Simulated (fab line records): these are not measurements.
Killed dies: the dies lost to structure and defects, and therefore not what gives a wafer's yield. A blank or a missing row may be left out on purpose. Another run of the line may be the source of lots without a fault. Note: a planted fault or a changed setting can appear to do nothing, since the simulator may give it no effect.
2 desks looking at one fault -- flow gf180mcu -- every desk sees just its own numbers, and what lay behind them comes last

== FROM THE METROLOGY DESK ==
Means of the sampled wafers that have a number, per lot and without regard to the tool the lot ran on: this is what the gauges read. Any lot whose mean is over 4 standard deviations away from the usual mean is out of limits and marked OUT; that distance is given in the brackets.
Columns: A = V3_W_RS at GF_V3_RS_MEAS_24, usual 0.3291 ohm/sq; B = V3_W_THK at GF_V3_THK_MEAS_25, usual 350 nm
lot,first seen here,A,B
L290,day 22 07:38,0.3313,345
L291,day 22 15:36,0.3313,347
L292,day 22 21:25,0.3323,346
L293,day 23 12:24,0.3318,357
L300,day 25 20:38,0.3554 (+8.8) OUT,340
L301,day 26 05:52,0.4026 (+24) OUT,293 (-11) OUT
L305,day 27 13:26,0.3251,349
L306,day 27 20:26,0.3266,352
L307,day 28 01:11,0.3256,358
L310,day 29 02:48,0.3279,345
L311,day 29 07:47,0.3284,344
L312,day 29 12:22,0.3244,348
This desk reports L300, L301 out of limits; the earliest was L300 at day 25 20:38 (V3_W_RS at GF_V3_RS_MEAS_24). L290, L291, L292, L293, L305, L306, L307, L310, L311, L312: within limits.

== THE TOOL OWNER'S DESK: cvd-w-01 ==
The tool's own readings at GF_V3_CVD_23 (deposits W, target thk 350 nm, time 104.9 s): means of the sampled wafers that have a number, for each lot that ran on this tool. Any lot whose mean is over 4 standard deviations away from the usual mean is out of limits and marked OUT; that distance is given in the brackets.
Columns: A = heater-power-w at GF_V3_CVD_23, usual 822 W
lot,first seen here,A
L290,day 22 07:31,796
L291,day 22 15:28,838
L292,day 22 21:18,790
L300,day 25 20:31,795
L301,day 26 05:44,859
This desk's finding: nothing out of limits on any of the 5 lots.

== BROUGHT TOGETHER ==
L300, L301 would have let the metrology desk raise an alarm at day 25 20:38.
Nothing out of limits was seen by the tool owner's desk.
The tool owner's desk has L300, L301 on record, within its limits.
The lots listed all ran GF_V3_CVD_23 on cvd-w-01.

== WHAT THE SIMULATOR PUT IN ==
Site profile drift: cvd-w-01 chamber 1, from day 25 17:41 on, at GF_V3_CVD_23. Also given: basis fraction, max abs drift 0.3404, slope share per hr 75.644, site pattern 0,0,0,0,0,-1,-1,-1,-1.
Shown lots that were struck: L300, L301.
Delay in hours, fault start to first out-of-limits reading, per desk: metrology desk 3.
